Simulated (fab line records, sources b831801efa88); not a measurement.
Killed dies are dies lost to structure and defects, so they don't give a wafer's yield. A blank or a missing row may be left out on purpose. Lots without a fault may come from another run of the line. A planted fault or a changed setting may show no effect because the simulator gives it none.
fab line records | flow sky130
record lots=6 wafers=18 last_day=50
route steps=708 shown LI_CONTACT@374 LOCAL_INTERCONNECT@387 PAD_OPEN@708
lots that met no fault: from a run of the same line without faults
start_h: hours from the record's first day to the start of the lot's first wafer shown | wait_h: hours since the lot's step before | " the same as in the row above | L1.1+2: a row that stands for several wafers | - no value, or no start given | * or withheld: withheld | < > ~ a bound
route shown NAME@n: a module of which the file shows steps, and the number in the route of the first | usual: mean/standard deviation of fault-free wafers | same: alike in all rows | chamber/n: place in a boat | sites: the reading at each site | _std_site: their standard deviation | _edge_site: outer sites' mean less inner sites' | radius_mm: how far each site lies from the wafer's centre | mask NAME#n: copy n | behind: the tool/chamber that last shaped the wafer | hold: why the lot was held/for how many hours/how that ended | device: the transistor (n, p or np) that didn't switch | end of line: the same wafers' tests at the end of the route | a step without rows: its recipe alone | killed: dies lost to structure and defects at the first sort, not the wafer's yield | map: a wafer's dies, x killed, . not, _ none there
set.NAME: the setting as run; set.NAME@STEP: as run at that earlier step | model.NAME: the simulator's own value behind a step, which no gauge read
lots at some steps of the route; a table a step, a row a wafer
services: from which hour (start_h, from the record's first day; less than 0 if before it) a tool's chamber was out of use, for how many hours, and why
## steps
# step SKY_LI_CONTACT_CD_MEAS_12
# recipe target_cd_nm=170
# usual cd_nm=170.1/1.1
# columns lot.wafer tool chamber start_h wait_h cd_nm
L732.1 cd_sem-01 - 686.98 - 169.4
L732.4 " - " " 168.9
L732.6 " - " " 170.0
L741.2 cd_sem-01 - 752.37 - 171.3
L741.3 " - " " 170.4
L741.5 " - " " 171.6
L744.4 cd_sem-02 - 784.49 - 169.1
L744.5 " - " " 168.9
L744.6 " - " " 169.1
L746.3 cd_sem-01 - 792.82 - 170.3
L746.5 " - " " 169.9
L746.6 " - " " 170.0
L747.3 cd_sem-02 - 800.89 - 170.9
L747.4 " - " " 171.5
L747.6 " - " " 170.7
L754.2 cd_sem-02 - 849.97 - 167.8
L754.3 " - " " 170.0
L754.4 " - " " 168.2
# step SKY_LI_CONTACT_OVL_MEAS_13
# usual LI_CONTACT_OVL=0/5.4
# columns lot.wafer tool chamber start_h wait_h LI_CONTACT_OVL[nm]
L732.1 overlay-02 - 687.10 0.1 9
L732.4 " - " " 11
L732.6 " - " " 11
L741.2 overlay-01 - 752.47 0.1 2
L741.3 " - " " 3
L741.5 " - " " 6
L744.4 overlay-01 - 784.57 0.1 -2
L744.5 " - " " -6
L744.6 " - " " 2
L746.3 overlay-01 - 792.91 0.1 1
L746.5 " - " " 0
L746.6 " - " " 3
L747.3 overlay-01 - 800.98 0.1 9
L747.4 " - " " 9
L747.6 " - " " 8
L754.2 overlay-01 - 850.07 0.1 -6
L754.3 " - " " -3
L754.4 " - " " -3
# step SKY_LI_CONTACT_ETCH_14
# recipe chemistry=N2/H2 target=BARC ion_energy_ev=200 source_w=500 bias_w=100 pressure_mtorr=30 n2_flow_sccm=100 h2_flow_sccm=200 stop_on=SiO2 time_s=45.9 target_depth_a=600
# step SKY_LI_CONTACT_ETCH_15
# recipe target=PSG chemistry=C4F8/O2/Ar stop_on=Si taper_deg=4.15 mask_material=KrF-thick source_w=1500 bias_w=1200 pressure_mtorr=40 c4f8_flow_sccm=withheld O2_flow_sccm=6 Ar_flow_sccm=300 time_s=withheld target_depth_a=6000
# usual oes_product_au=0.837/0.0043
# columns lot.wafer tool chamber start_h wait_h oes_product_au
L732.1 rie_diel-02 0 687.18 0.0 0.847
L732.4 " 1 " " 0.835
L732.6 " 2 " " 0.833
L741.2 rie_diel-02 2 752.54 0.0 0.838
L741.3 " 1 " " 0.839
L741.5 " 1 " " 0.833
L744.4 rie_diel-04 2 784.63 0.0 0.838
L744.5 " 3 " " 0.833
L744.6 " 0 " " 0.841
L746.3 rie_diel-01 3 792.98 0.0 0.842
L746.5 " 3 " " 0.840
L746.6 " 0 " " 0.837
L747.3 rie_diel-01 0 801.04 0.0 0.834
L747.4 " 3 " " 0.836
L747.6 " 3 " " 0.845
L754.2 rie_diel-04 1 850.15 0.0 0.836
L754.3 " 2 " " 0.835
L754.4 " 3 " " 0.832
# step SKY_LI_CONTACT_STRIP_16
# recipe chemistry=O2/N2 power_w=1400 pressure_mtorr=1500 platen_temp_c=withheld o2_flow_sccm=3000 n2_flow_sccm=300 overash_fraction=0.5
# step SKY_LI_CONTACT_CLEAN_17
# recipe chemistry=NMP time_s=600 temp_c=60 dry=n2_spin
# step SKY_LI_CONTACT_PRE_CLEAN_18
# recipe gas=Ar time_s=5.6 bias_v=358
# step SKY_LI_CONTACT_SPUTTER_19
# recipe material=Ti target_thk_nm=20 chamber_pressure_pa=5 power_w=2500 substrate_temp_c=200 time_s=106.37
# usual substrate_temp_c=200.01/0.16 throttle_valve_pct=29.7/0.96
# columns lot.wafer tool chamber start_h wait_h substrate_temp_c throttle_valve_pct
L732.1 pvd_sputter-03 - 687.56 0.0 199.91 30.0
L732.4 " - " " 200.06 30.0
L732.6 " - " " 200.25 28.9
L741.2 pvd_sputter-02 - 752.94 0.0 199.82 32.2
L741.3 " - " " 200.15 28.8
L741.5 " - " " 200.07 30.6
L744.4 pvd_sputter-01 - 785.01 0.0 199.95 29.1
L744.5 " - " " 200.02 30.2
L744.6 " - " " 200.16 28.2
L746.3 pvd_sputter-01 - 793.36 0.0 200.29 29.2
L746.5 " - " " 200.00 29.2
L746.6 " - " " 200.41 28.5
L747.3 pvd_sputter-03 - 801.42 0.0 200.14 30.0
L747.4 " - " " 199.92 30.1
L747.6 " - " " 199.81 28.7
L754.2 pvd_sputter-03 - 850.53 0.0 200.04 28.5
L754.3 " - " " 199.85 30.4
L754.4 " - " " 199.85 29.7
# step SKY_LI_CONTACT_SPUTTER_20
# recipe material=TiN target_thk_nm=20 chamber_pressure_pa=5 power_w=4000 time_s=80
# usual throttle_valve_pct=29.7/0.95
# columns lot.wafer tool chamber start_h wait_h throttle_valve_pct
L732.1 pvd_sputter-03 - 687.63 0.0 30.1
L732.4 " - " " 30.5
L732.6 " - " " 29.2
L741.2 pvd_sputter-02 - 753.02 0.0 32.3
L741.3 " - " " 28.7
L741.5 " - " " 30.3
L744.4 pvd_sputter-01 - 785.08 0.0 28.9
L744.5 " - " " 30.1
L744.6 " - " " 28.3
L746.3 pvd_sputter-01 - 793.43 0.0 29.3
L746.5 " - " " 29.2
L746.6 " - " " 28.2
L747.3 pvd_sputter-03 - 801.50 0.0 30.2
L747.4 " - " " 30.1
L747.6 " - " " 28.8
L754.2 pvd_sputter-03 - 850.60 0.0 28.5
L754.3 " - " " 30.2
L754.4 " - " " 30.4
# step SKY_LI_CONTACT_CVD_21
# recipe material=W target_thk_nm=400 time_s=120.56 temp_c=400 pressure_torr=40
# usual heater_power_w=845/100
# columns lot.wafer tool chamber start_h wait_h heater_power_w
L732.1 cvd_w-01 1 687.69 0.0 922
L732.4 " 0 " " 845
L732.6 " 0 " " 818
L741.2 cvd_w-01 1 753.08 0.0 957
L741.3 " 0 " " 822
L741.5 " 1 " " 952
L744.4 cvd_w-02 1 785.19 0.1 845
L744.5 " 1 " " 846
L744.6 " 0 " " 630
L746.3 cvd_w-02 1 793.54 0.1 828
L746.5 " 0 " " 646
L746.6 " 1 " " 852
L747.3 cvd_w-01 0 801.60 0.1 819
L747.4 " 1 " " 956
L747.6 " 0 " " 831
L754.2 cvd_w-02 1 850.66 0.0 854
L754.3 " 0 " " 640
L754.4 " 1 " " 839
# step SKY_LI_CONTACT_RS_MEAS_22
# recipe thk_meas_gauge=four-point-probe reads=W_of_LI_CONTACT_CVD_21+TiN_of_LI_CONTACT_SPUTTER_20+Ti_of_LI_CONTACT_SPUTTER_19
# usual LI_CONTACT_W_RS=0.2843/0.0026
# columns lot.wafer tool chamber start_h wait_h LI_CONTACT_W_RS[ohm/sq]
L732.1 film_metro-01 - 687.82 0.1 0.2853
L732.4 " - " " 0.2820
L732.6 " - " " 0.2838
L741.2 film_metro-01 - 753.22 0.1 0.2835
L741.3 " - " " 0.2826
L741.5 " - " " 0.2814
L744.4 film_metro-02 - 785.33 0.1 0.2834
L744.5 " - " " 0.2817
L744.6 " - " " 0.2847
L746.3 film_metro-01 - 793.66 0.1 0.2825
L746.5 " - " " 0.2841
L746.6 " - " " 0.2830
L747.3 film_metro-01 - 801.73 0.1 0.2809
L747.4 " - " " 0.2819
L747.6 " - " " 0.2804
L754.2 film_metro-02 - 850.81 0.1 0.2820
L754.3 " - " " 0.2873
L754.4 " - " " 0.2874
# step SKY_LI_CONTACT_THK_MEAS_23
# recipe thk_meas_gauge=xrf reads=W_of_LI_CONTACT_CVD_21
# usual LI_CONTACT_W_THK=399/5.4
# columns lot.wafer tool chamber start_h wait_h LI_CONTACT_W_THK[nm]
L732.1 film_metro-01 - 687.94 0.1 398
L732.4 " - " " 400
L732.6 " - " " 403
L741.2 film_metro-01 - 753.33 0.1 402
L741.3 " - " " 400
L741.5 " - " " 403
L744.4 film_metro-02 - 785.42 0.1 398
L744.5 " - " " 397
L744.6 " - " " 395
L746.3 film_metro-01 - 793.76 0.1 406
L746.5 " - " " 406
L746.6 " - " " 407
L747.3 film_metro-01 - 801.83 0.1 409
L747.4 " - " " 407
L747.6 " - " " 410
L754.2 film_metro-02 - 850.92 0.1 400
L754.3 " - " " 390
L754.4 " - " " 393
# step SKY_LI_CONTACT_CMP_24
# recipe stop_on=PSG t_overpolish_s=20 down_force_psi=3.5 platen_rpm=60 target_thk_nm=0 pad_velocity_m_s=0.94248
# usual motor_current_A=10.9/1 overpolish_run_s=20.000/0.009 t_overpolish_s=20/0 time_to_endpoint_s=97/3.9
# columns lot.wafer tool chamber start_h wait_h motor_current_A overpolish_run_s t_overpolish_s time_to_endpoint_s
L732.1 cmp-02 0 688.21 0.3 9.6 20.012 20 96
L732.4 " 1 " " 12.8 20.002 20 93
L732.6 " 1 " " 12.9 19.998 20 94
L741.2 cmp-01 1 753.38 0.0 10.6 19.993 20 95
L741.3 " 0 " " 11.1 19.992 20 96
L741.5 " 1 " " 10.5 20.007 20 97
L744.4 cmp-01 3 785.60 0.2 11.4 19.999 20 99
L744.6 " 0 " " 10.7 19.996 20 99
L744.5 " 1 " " 10.8 19.996 20 102
L746.3 cmp-02 0 793.95 0.2 9.5 13.161 13.159 95
L746.6 " 1 " " 12.6 13.157 13.159 91
L746.5 " 2 " " 9.9 13.157 13.159 95
L747.4 cmp-02 0 801.92 0.1 9.8 13.156 13.159 97
L747.3 " 2 " " 10.1 13.156 13.159 98
L747.6 " 3 " " 10.4 13.174 13.159 94
L754.2 cmp-01 3 850.97 0.0 12.2 20.010 20 98
L754.3 " 0 " " 12.1 20.007 20 101
L754.4 " 2 " " 11.4 19.997 20 99
# step SKY_LOCAL_INTERCONNECT_SPUTTER_00
# recipe material=TiN target_thk_nm=100 temp_c=300 power_w=6500 time_s=83.3 chamber_pressure_pa=0.4
# usual substrate_temp_c=300.01/0.2 throttle_valve_pct=30.0/1.1
# columns lot.wafer tool chamber start_h wait_h substrate_temp_c throttle_valve_pct
L732.1 pvd_sputter-04 - 688.51 0.2 299.93 30.3
L732.4 " - " " 300.07 29.3
L732.6 " - " " 300.24 29.4
L741.2 pvd_sputter-04 - 753.68 0.2 300.10 29.9
L741.3 " - " " 299.97 30.4
L741.5 " - " " 300.02 30.4
L744.4 pvd_sputter-01 - 785.75 0.1 300.31 28.4
L744.5 " - " " 300.10 30.2
L744.6 " - " " 300.36 28.4
L746.3 pvd_sputter-04 - 794.10 0.1 300.02 29.0
L746.5 " - " " 300.09 30.0
L746.6 " - " " 300.34 29.0
L747.3 pvd_sputter-02 - 802.17 0.1 300.08 30.2
L747.4 " - " " 300.14 32.7
L747.6 " - " " 300.25 28.9
L754.2 pvd_sputter-02 - 851.27 0.2 299.55 32.6
L754.3 " - " " 300.18 30.2
L754.4 " - " " 299.85 28.9
# step SKY_PAD_OPEN_PROBE_99
# usual killed_at_M0_to_M3=43/8 killed_at_M4_up=2.9/1.6 killed_at_contacts=26/5.2 killed_at_front_end=15/4.3 killed_at_other=0.3/0.56 killed_dies=87/10 killed_open=48/6.9 killed_short=40/6.5
# same gross_dies=492 killed_at_back_side=0
# columns lot.wafer tool chamber start_h wait_h killed_at_M0_to_M3 killed_at_M4_up killed_at_contacts killed_at_front_end killed_at_other killed_dies killed_open killed_short
L741.2 prober-01 - 1129.76 0.1 33 5 25 13 0 76 45 31
L741.3 prober-01 - 1129.81 0.2 49 2 26 21 0 98 55 43
L741.5 prober-01 - 1129.91 0.2 44 1 23 6 0 74 39 35
L747.3 prober-01 - 1164.85 0.2 49 2 22 22 0 95 47 48
L747.4 prober-01 - 1164.90 0.2 44 2 22 15 0 83 51 32
L747.6 prober-01 - 1165.00 0.2 40 5 30 9 0 84 45 39
L754.2 prober-02 - 1197.96 0.1 27 5 26 18 0 76 41 35
L754.3 prober-02 - 1198.01 0.2 45 5 21 14 0 85 47 38
L754.4 prober-02 - 1198.06 0.2 51 3 30 15 0 99 55 44
# killed by level:class
L741.2 CONTACT:geometric_particle:open=17 VIA1:geometric_particle:open=11 VIA1:geometric_particle:short=6 VIA3:geometric_particle:open=5 CONTACT:geometric_particle:short=4 METAL2:geometric_particle:short=4 FIELD_ISO:geometric_particle:short=3 POLY_GATE:geometric_particle:open=3
L741.3 VIA1:geometric_particle:open=16 CONTACT:geometric_particle:open=11 FIELD_ISO:geometric_particle:open=8 VIA3:geometric_particle:open=8 METAL1:geometric_particle:short=7 METAL2:geometric_particle:short=6 LI_CONTACT:geometric_particle:short=5 CONTACT:geometric_particle:short=5
L741.5 VIA1:geometric_particle:open=9 VIA3:geometric_particle:open=7 LI_CONTACT:geometric_particle:open=7 CONTACT:geometric_particle:open=7 METAL2:geometric_particle:short=7 VIA1:geometric_particle:short=6 CONTACT:geometric_particle:short=5 METAL1:geometric_particle:short=4
L747.3 VIA1:geometric_particle:open=12 METAL1:geometric_particle:short=10 CONTACT:geometric_particle:open=8 VIA1:geometric_particle:short=7 VIA2:geometric_particle:open=7 POLY_GATE:geometric_particle:short=6 LI_CONTACT:geometric_particle:open=6 FIELD_ISO:geometric_particle:short=5
L747.4 VIA1:geometric_particle:open=12 CONTACT:geometric_particle:open=12 VIA2:geometric_particle:open=7 FIELD_ISO:geometric_particle:open=6 VIA1:geometric_particle:short=6 LI_CONTACT:geometric_particle:open=5 METAL2:geometric_particle:short=5 VIA3:geometric_particle:open=4
L747.6 CONTACT:geometric_particle:open=15 VIA1:geometric_particle:open=8 LI_CONTACT:geometric_particle:open=7 VIA1:geometric_particle:short=7 VIA2:geometric_particle:open=6 METAL2:geometric_particle:short=5 METAL1:geometric_particle:short=4 CONTACT:geometric_particle:short=4
L754.2 VIA1:geometric_particle:open=11 LI_CONTACT:geometric_particle:open=7 FIELD_ISO:geometric_particle:open=6 LOCAL_INTERCONNECT:geometric_particle:short=6 CONTACT:geometric_particle:open=6 FIELD_ISO:geometric_particle:short=5 CONTACT:geometric_particle:short=5 METAL1:geometric_particle:short=4
L754.3 LI_CONTACT:geometric_particle:open=10 VIA1:geometric_particle:open=8 VIA1:geometric_particle:short=7 VIA3:geometric_particle:open=6 CONTACT:geometric_particle:short=5 METAL1:geometric_particle:short=5 VIA2:geometric_particle:open=5 METAL2:geometric_particle:short=5
L754.4 VIA1:geometric_particle:open=14 CONTACT:geometric_particle:open=10 LI_CONTACT:geometric_particle:open=9 METAL1:geometric_particle:short=7 METAL2:geometric_particle:short=6 VIA2:geometric_particle:open=6 FIELD_ISO:geometric_particle:short=5 CONTACT:geometric_particle:short=5
## services
# columns tool chamber start_h hours kind
cmp-02 - 663.94 4.0 pm
cmp-01 - 674.80 26.1 repair
rie_diel-04 2 676.89 3.9 repair
cvd_w-01 - 681.99 1.2 repair
rie_diel-02 - 689.22 4.0 pm
cvd_w-02 0 699.35 3.8 repair
pvd_sputter-04 - 704.09 2.1 repair
cvd_w-02 - 705.35 5.9 repair
pvd_sputter-03 - 708.36 3.5 repair
pvd_sputter-03 - 709.12 2.6 repair
pvd_sputter-01 - 725.00 4.7 repair
pvd_sputter-02 - 729.54 2.2 repair
cvd_w-01 - 735.61 2.8 pm
cmp-01 - 737.43 5.1 pm
pvd_sputter-03 - 742.39 6.1 repair
cmp-01 - 744.00 4.0 pm
cmp-02 - 758.72 0.2 repair
cmp-01 - 763.33 3.6 repair
cmp-01 - 775.15 5.2 pm
cmp-02 - 791.76 1.2 repair
cmp-02 - 826.93 1.5 repair
cvd_w-01 0 834.06 8.0 repair
cmp-02 - 849.84 2.2 repair
pvd_sputter-04 - 849.85 2.1 repair
## key
first_sign step=SKY_LI_CONTACT_CMP_24 reading=t_overpolish_s direction=down sigmas=99+ usual=20 struck=13.159
effect step=SKY_LI_CONTACT_CMP_24 reading=overpolish_run_s direction=down sigmas=99+ usual=20.000 struck=13.160
met_at SKY_LI_CONTACT_CMP_24
struck_wafers L746.3,L746.5,L746.6,L747.3,L747.4,L747.6
tester_left_out L746,L747
onset_between 688.21 793.95
fault kind=process_parameter_drift tool=cmp-02 chamber=- onset_h=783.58 steps=SKY_LI_CONTACT_CMP_24 channel=t_overpolish_s offset=-6.841 shape=step end_h=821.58 acts_in=these_recipes_only stated=20
# tester_left_out: of these lots the tester's yield and bins aren't shown, on N5 and GAA mostly nor the transistor test; their killed dies are dies lost to structure and defects alone, not to doping, threshold or leakage, so they don't give the yield
